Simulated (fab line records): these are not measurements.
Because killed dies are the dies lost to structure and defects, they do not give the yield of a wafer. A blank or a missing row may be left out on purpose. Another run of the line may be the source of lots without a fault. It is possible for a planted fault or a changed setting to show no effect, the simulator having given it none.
A lot that was struck, set against a sound lot	flow gf180mcu	15 steps out of a route of 602
Sound: the wafers L204.1, L204.3, L204.4. Wafers struck: L216.4, L216.5, L216.6. The cause is given at the end.
For every step that has rows: the tool of each side, followed by ch and its chambers, followed by its first start. Under that, the readings that differ: sound wafers	struck wafers	difference of the means	sigmas: that difference in standard deviations of wafers without a fault.
alike: words and numbers the same on both sides, and readings whose means are apart by under 2 such deviations; not compared: readings that were withheld, readings missing a value for some wafer, numbers with overlapping values and no deviation given by the record, and bounds like >300 which may hide the same value.
A row with sigmas, a row that says differs or no value, or rows on one side alone: a step with any of these is where the two part. Numbers that have no deviation but don't overlap get no sigmas and don't part them. A reading missing from all wafers of one side parts the sides only when that side holds two or more wafers.

first, 2 steps without rows for these wafers: GF_MIM_PEB_17; GF_MIM_DEVELOP_18 (develop time 60 s).
GF_MIM_METAL_ETCH_19: etches the open film in Cl2/BCl3, stops on Si3N4, target depth 324.5 nm, time 54.1 s.
  sound on rieMetal-03 ch 0,1, day 26 04:26; struck on rieMetal-03 ch 0,1, day 29 20:49
  alike: chamberPressureMTorr, drypumpMotorCurrentA, heBacksideLeakSccm, oesProductAu, throttleValvePct
  not compared: rfHoursCounterH
GF_MIM_STRIP_20: strips in O2/N2.
  sound on plasmaAsher-04 ch 0,1, day 26 04:30; struck on plasmaAsher-03 ch 0,1, day 29 20:53
  alike: chamberPressureMTorr, drypumpMotorCurrentA, heaterPowerW, oesProductAu, stripTimeToEndpointS
  not compared: rfHoursCounterH
then, 8 steps without rows for these wafers: GF_MIM_STRIP_21 (strips in post etch residue remover, time 1200 s); GF_MIM_CLEAN_22 (cleans in DIW); GF_M5_DEHYDRATE_00 (time 60 s); GF_M5_HMDS_01 (prime time 60 s); GF_M5_COAT_02 (resist thk 1000 nm); GF_M5_SOFTBAKE_03 (time 60 s); GF_M5_EXPOSE_04 (exposes mask Metal5, target cd 280 nm); GF_M5_PEB_05 (peb time 90 s).
GF_M5_DEVELOP_06: develop time 60 s.
  sound on lithoTrack-04 ch 0, day 27 01:45; struck on lithoTrack-01 ch 0, day 30 15:41
reading	sound	struck	difference	sigmas
developerTempC (C)	20.91 21.01 20.92	21.70 21.87 21.74	+0.82	+7
  alike: resistLineTempC
GF_M5_CD_MEAS_07 targets a cd of 280 nm.
  sound on cdSem-02, day 27 01:54; struck on cdSem-01, day 30 15:49
  alike: cdNm
after that, 1 step had no rows for these wafers: GF_PASSIVATION_PROBE_99.

== WHERE THEY PART ==
At GF_M5_DEVELOP_06 and nowhere else, as far as this record goes. Later steps at which nothing parts them and some readings are alike: GF_M5_CD_MEAS_07.

WHY: whatever the simulator had introduced
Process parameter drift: lithoTrack-01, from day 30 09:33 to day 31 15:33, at GF_M5_DEVELOP_06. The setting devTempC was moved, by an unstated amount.
